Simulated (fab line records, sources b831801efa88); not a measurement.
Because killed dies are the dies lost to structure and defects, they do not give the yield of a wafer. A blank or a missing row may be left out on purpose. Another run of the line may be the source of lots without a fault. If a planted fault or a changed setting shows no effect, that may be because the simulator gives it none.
2 desks looking at one fault | flow sky130 | each desk has only its own numbers; what lay behind them comes last

## FROM THE METROLOGY DESK
What the gauges read for every lot (on any tool): the sampled wafers with a number, averaged. A lot is out of limits, marked OUT, if its mean lies more than 4 standard deviations from the usual mean; the brackets give that distance.
Columns: A = METAL2_OVL at SKY_METAL2_OVL_MEAS_16, usual 0 nm
lot  | first seen here | A
L984 | day 34 17:46    | -5
L986 | day 35 16:37    | 1
L987 | day 36 00:38    | 5
L988 | day 36 07:49    | 0
L989 | day 36 15:36    | -5
L990 | day 36 23:57    | -1
L991 | day 37 06:07    | -2
L992 | day 37 07:04    | 3
L996 | day 39 06:31    | 5
L999 | day 39 18:48    | 4
L101 | day 41 18:15    | 6
L107 | day 41 21:48    | -5
This desk found nothing out of limits on any of the 12 lots.

## THE TOOL OWNER'S DESK: plasmaAsher-03
The tool's own readings at SKY_FIELD_ISO_STRIP_16 (strips in O2/N2): means of the sampled wafers that have a number, for each lot that ran on this tool. A lot is out of limits, marked OUT, if its mean lies more than 4 standard deviations from the usual mean; the brackets give that distance.
Columns: A = drypumpMotorCurrentA at SKY_FIELD_ISO_STRIP_16, usual 5.6 A; B = o2FlowSccm at SKY_FIELD_ISO_STRIP_16, usual 2999 sccm; C = oesProductAu at SKY_FIELD_ISO_STRIP_16, usual 0.379 a.u.; D = stripTimeToEndpointS at SKY_FIELD_ISO_STRIP_16, usual 3.57 s
lot  | first seen here | A   | B    | C     | D
L984 | day 2 04:15     | 5.9 | 2994 | 0.380 | 3.54
L986 | day 2 19:15     | 5.8 | 2997 | 0.375 | 3.55
L987 | day 3 00:37     | 5.8 | 3000 | 0.374 | 3.54
L988 | day 3 03:55     | 5.8 | 2992 | 0.378 | 3.58
L992 | day 3 20:56     | 5.9 | 2996 | 0.377 | 3.57
L996 | day 4 19:04     | 5.8 | 2994 | 0.376 | 3.57
L999 | day 5 11:25     | 5.9 | 2991 | 0.379 | 3.56
This desk found nothing out of limits on any of the 7 lots.

## PUT TOGETHER
From the metrology desk's view, nothing was out of limits.
The desk of the tool owner found nothing out of limits.

## WHAT THE SIMULATOR PUT IN
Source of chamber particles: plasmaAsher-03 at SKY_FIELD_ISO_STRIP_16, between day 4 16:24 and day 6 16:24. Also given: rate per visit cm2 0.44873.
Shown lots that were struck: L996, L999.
